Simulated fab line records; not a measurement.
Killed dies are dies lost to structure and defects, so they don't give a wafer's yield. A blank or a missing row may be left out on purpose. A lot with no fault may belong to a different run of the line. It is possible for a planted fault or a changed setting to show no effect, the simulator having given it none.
A struck lot beside a sound one	flow sky130	15 steps out of a route of 708
Sound: wafers L310.1, L310.2, L310.5. Struck: wafer L320.4. (L320.1 of the same lot was not struck and is left out.) The cause comes at the end.
Per side, at each step with rows, come the tool, then ch with its chambers, and then its first start. Under that, the readings that differ: sound wafers	struck wafers	difference of the means	sigmas: that difference in standard deviations of wafers without a fault.
alike: a reading whose means differ by less than 2 such deviations, as well as words and numbers matching on both sides. not compared: withheld readings; readings where some wafer has no value; bounds like >300 that might hide an equal value; numbers whose values overlap and for which the record gives no deviation.
The two part at a step that has a row with sigmas, a row that says differs or no value, or rows on one side only. Numbers that have no deviation but don't overlap get no sigmas and don't part them. Lack of a reading on every wafer of one side parts them only where that side has two or more wafers.

SKY_SD_N_RS_MEAS_16: measures by four-point-probe.
  sound on film-metro-01, day 27 21:44; struck on film-metro-01, day 31 06:17
  alike: SD_N_RS
SKY_SD_N_RS_MEAS_17: measures by four-point-probe.
  sound on film-metro-01, day 27 21:52; struck on film-metro-01, day 31 06:25
  alike: SD_P_RS
SKY_SD_N_RS_MEAS_18: measures by four-point-probe.
  sound on film-metro-01, day 27 21:59; struck on film-metro-01, day 31 06:32
reading	sound	struck	difference	sigmas
RES_XHIGH_RS (ohm/sq)	333.1 332.6 333.3	335.3	+2.3	+2
then, 2 steps without rows for these wafers: SKY_SALICIDE_CLEAN_00 (cleans in HF-last, time 30 s); SKY_LI_CONTACT_HDPCVD_00 (deposits PSG, target thk 930 nm, time 155 s).
SKY_LI_CONTACT_THK_MEAS_01:
  sound on film-metro-02, day 27 22:13; struck on film-metro-03, day 31 06:46
  alike: LI_CONTACT_HDPCVD_THK
SKY_LI_CONTACT_CMP_02: polishes PSG.
  sound on cmp-02 ch 0,1,3, day 27 22:17; struck on cmp-01 ch 0, day 31 06:50
  alike: motor-current-A, retaining-ring-pressure-frac, slurry-flow-ml-min, time-to-endpoint-s
SKY_LI_CONTACT_BOW_MEAS_03:
  sound on film-metro-02, day 27 22:35; struck on film-metro-01, day 31 07:10
  alike: LI_CONTACT_BOW
then, 4 steps without rows for these wafers: SKY_LI_CONTACT_DEHYDRATE_04 (time 60 s); SKY_LI_CONTACT_HMDS_05 (prime time 60 s); SKY_LI_CONTACT_COAT_06 (resist thk 60 nm); SKY_LI_CONTACT_COAT_07 (resist thk 450 nm).
SKY_LI_CONTACT_SOFTBAKE_08: time 90 s.
  sound on litho-track-01 ch 0, day 28 12:00; struck on litho-track-02 ch 0, day 31 20:00
reading	sound	struck	difference	sigmas
run-length-s (s)	119.02 119.04 118.97	133.96	+14.95	+53
  alike: exhaust-pa
then, 1 step without rows for these wafers: SKY_LI_CONTACT_EXPOSE_09 (exposes mask LICM1, target cd 170 nm).
-- record jumps: 16 days separate the struck wafers' starts on either side; left off in module LI_CONTACT, taken up again in module PAD_OPEN, whose first shown step is the route's number 708 --
SKY_PAD_OPEN_PROBE_99:
  sound on prober-01, day 45 17:31; struck on prober-02, day 48 01:32
  alike: killed_at_M0_to_M3, killed_at_M4_up, killed-at-contacts, killed-at-front-end, killed-at-other, killed-dies, killed-open, killed-short

WHERE THEY PART
Earliest at SKY_SD_N_RS_MEAS_18; latest, in this record, at SKY_LI_CONTACT_SOFTBAKE_08. Later steps at which nothing parts them and some readings are alike: SKY_PAD_OPEN_PROBE_99.

WHY: whatever the simulator had introduced
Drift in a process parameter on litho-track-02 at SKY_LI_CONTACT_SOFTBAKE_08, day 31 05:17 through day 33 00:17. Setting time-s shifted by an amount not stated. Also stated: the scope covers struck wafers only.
